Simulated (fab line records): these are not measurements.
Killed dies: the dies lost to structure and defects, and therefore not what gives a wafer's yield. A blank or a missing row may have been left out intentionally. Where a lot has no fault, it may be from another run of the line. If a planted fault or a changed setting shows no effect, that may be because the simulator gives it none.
Check for tools in common | flow sky130 | 33 wafers sampled across 11 lots

WHAT PROMPTED THE OPENING
SKY_POLY_GATE_THK_MEAS_01, reading POLY_GATE_CVD_00_THK: flagged on 2 of 11 lots. Fault-free wafers read 180.2 nm, with a standard deviation of 1.5.
Rule: flag the lot when none of its wafers has a number, or when each of its wafers that has one lies beyond 4 standard deviations from that mean. As for the other lots, they are considered sound.

lot  | measured     | on            | POLY_GATE_CVD_00_THK (nm), wafer by wafer | flag
L804 | day 13 21:59 | film metro-04 | 180.4 178.7 180.2                         |
L806 | day 14 18:51 | film metro-04 | 179.1 176.9 179.5                         |
L807 | day 15 03:11 | film metro-02 | 181.0 179.5 181.0                         |
L809 | day 15 23:30 | film metro-02 | 179.2 178.9 180.2                         |
L813 | day 17 07:27 | film metro-01 | 116.8 118.3 117.5                         | FLAGGED
L814 | day 17 12:01 | film metro-04 | 118.2 118.1 116.8                         | FLAGGED
L822 | day 20 10:33 | film metro-04 | 181.1 181.9 180.7                         |
L823 | day 20 19:50 | film metro-01 | 180.6 180.7 178.4                         |
L824 | day 21 01:01 | film metro-04 | 181.2 182.5 182.8                         |
L827 | day 21 19:36 | film metro-02 | 180.4 180.4 179.8                         |
L826 | day 21 20:50 | film metro-02 | 181.7 183.5 182.9                         |
On average the flagged lots' numbers are 117.6 nm, which is -62.6 nm against the usual, or -42 standard deviations.

EACH LOT AND THE TOOL IT RAN ON
The record holds 1 process step before the reading, out of a route of 708 steps. Read each cell as the tool, then ch plus the chambers that the sampled wafers visited, then the start.
lot  | flag    | SKY_POLY_GATE_CVD_00
L804 |         | lpcvd-01 ch 0, day 13 20:46
L806 |         | lpcvd-01 ch 0, day 14 17:37
L807 |         | lpcvd-01 ch 0, day 15 01:59
L809 |         | lpcvd-01 ch 1, day 15 22:18
L813 | FLAGGED | lpcvd-01 ch 1, day 17 06:15
L814 | FLAGGED | lpcvd-01 ch 1, day 17 10:48
L822 |         | lpcvd-01 ch 0, day 20 09:21
L823 |         | lpcvd-01 ch 1, day 20 18:37
L824 |         | lpcvd-01 ch 1, day 20 23:49
L827 |         | lpcvd-01 ch 1, day 21 18:23
L826 |         | lpcvd-01 ch 0, day 21 19:38
What the steps here do:
- SKY_POLY_GATE_CVD_00: deposits poly-Si, target thk 180 nm, time 720 s.
- SKY_POLY_GATE_THK_MEAS_01

FLAGGED OVER TOTAL, TOOL BY TOOL (the gauges that took the reading come last)
step                      | tool          | lots run | flagged | share of the flagged lots | sound lots run after its first flagged lot
SKY_POLY_GATE_CVD_00      | lpcvd-01      | 11       | 2       | all                       | 5 (L822,L823,L824,L827,L826)
SKY_POLY_GATE_THK_MEAS_01 | film metro-01 | 2        | 1       | some                      | 1 (L823)
SKY_POLY_GATE_THK_MEAS_01 | film metro-02 | 4        | 0       | none                      | -
SKY_POLY_GATE_THK_MEAS_01 | film metro-04 | 5        | 1       | some                      | 2 (L822,L824)

THE TABLE: WHAT IT ALLOWS
All flagged lots share 1 row of the table, namely lpcvd-01 at SKY_POLY_GATE_CVD_00.
- lpcvd-01 at SKY_POLY_GATE_CVD_00: 2 of its 11 lots flagged. After the first flagged lot (L822, L823, L824, L827, L826), sound lots still ran on it; a lasting fault on the whole tool would not permit that. Its own readings (spike tc bottom C, spike tc centre C, spike tc lower C, spike tc top C, spike tc upper C, susceptor temp C) fall more than 4 standard deviations out on all wafers of the flagged lots.
No row of the table ran every flagged lot and no sound lot after the first.

WHAT HAD BEEN PUT IN BY THE SIMULATOR
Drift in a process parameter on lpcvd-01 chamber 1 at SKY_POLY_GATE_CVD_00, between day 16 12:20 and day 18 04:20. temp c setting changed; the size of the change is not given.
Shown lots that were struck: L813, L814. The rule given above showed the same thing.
